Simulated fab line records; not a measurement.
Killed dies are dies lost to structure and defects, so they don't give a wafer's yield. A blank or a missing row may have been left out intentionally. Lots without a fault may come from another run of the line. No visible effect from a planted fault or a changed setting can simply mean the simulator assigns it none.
Matching of chambers | flow gf180mcu | 4 sister chambers for GF_POLY_GATE_ETCH_12 on rieDiel-02
The step etches BARC in N2/H2. 14 wafers are shown with their chamber, then 7 later ones without.

== WAFERS, EACH WITH ITS CHAMBER ==
wafer  | chamber | drypumpMotorCurrentA (A) | n2FlowSccm (sccm) | throttleValvePct (%)
L519.1 | 2       | 5.3                      | 99.68             | 13.219
L519.5 | 3       | 4.8                      | 100.28            | 13.234
L519.6 | 0       | 5.7                      | 100.44            | 13.216
L525.1 | 2       | 5.3                      | 99.72             | 13.208
L525.2 | 3       | 4.8                      | 100.09            | 13.215
L525.6 | 2       | 5.2                      | 100.03            | 13.211
L528.3 | 2       | 5.2                      | 99.83             | 13.211
L528.4 | 1       | 5.7                      | 99.82             | 13.216
L528.6 | 2       | 5.2                      | 99.88             | 13.192
L530.3 | 1       | 5.7                      | 100.56            | 13.219
L530.4 | 0       | 5.8                      | 100.26            | 13.209
L530.6 | 0       | 5.8                      | 100.29            | 13.218
L534.2 | 0       | 5.7                      | 100.26            | 13.219
L534.5 | 1       | 5.7                      | 99.85             | 13.221

SIGNATURES, as means of the wafers listed above
reading              | chamber 0 | chamber 1 | chamber 2 | chamber 3 | scatter within a chamber
drypumpMotorCurrentA | 5.750     | 5.700     | 5.240     | 4.800     | 0.0469
n2FlowSccm           | 100.3125  | 100.0767  | 99.8280   | 100.1850  | 0.216
throttleValvePct     | 13.21550  | 13.21867  | 13.20820  | 13.22450  | 0.00806
Rule: a wafer lies at a distance from a chamber equal to the root of the sum of squares, over the readings, of (its reading less the chamber's mean, divided by the reading's scatter). The wafer belongs to the nearest chamber; if the next one is less than 2 further off, it can't be placed. The scatter is the square root of a quotient: the sum, over the shown wafers, of each reading's squared deviation from its chamber's mean, divided by wafers minus chambers.

== WAFERS WITH NO CHAMBER GIVEN ==
wafer  | drypumpMotorCurrentA (A) | n2FlowSccm (sccm) | throttleValvePct (%)
L534.6 | 5.8                      | 100.34            | 13.220
L538.1 | 4.8                      | 100.25            | 13.212
L538.2 | 5.8                      | 99.92             | 13.221
L538.4 | 5.2                      | 100.13            | 13.211
L539.2 | 4.8                      | 100.26            | 13.198
L539.3 | 5.8                      | 99.61             | 13.215
L539.6 | 5.7                      | 100.25            | 13.204

== WHICH CHAMBER EACH WENT THROUGH ==
wafer  | from the rows above     | in truth
L534.6 | can't be placed: 0 or 1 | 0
L538.1 | 3                       | 3
L538.2 | can't be placed: 0 or 1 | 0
L538.4 | 2                       | 2
L539.2 | 3                       | 3
L539.3 | can't be placed: 1 or 0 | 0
L539.6 | can't be placed: 0 or 1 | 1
Correct placement for 3 of the 7. Unplaceable from these rows: 4, with the true chamber sitting among the candidates in 4. Number placed wrongly: 0.
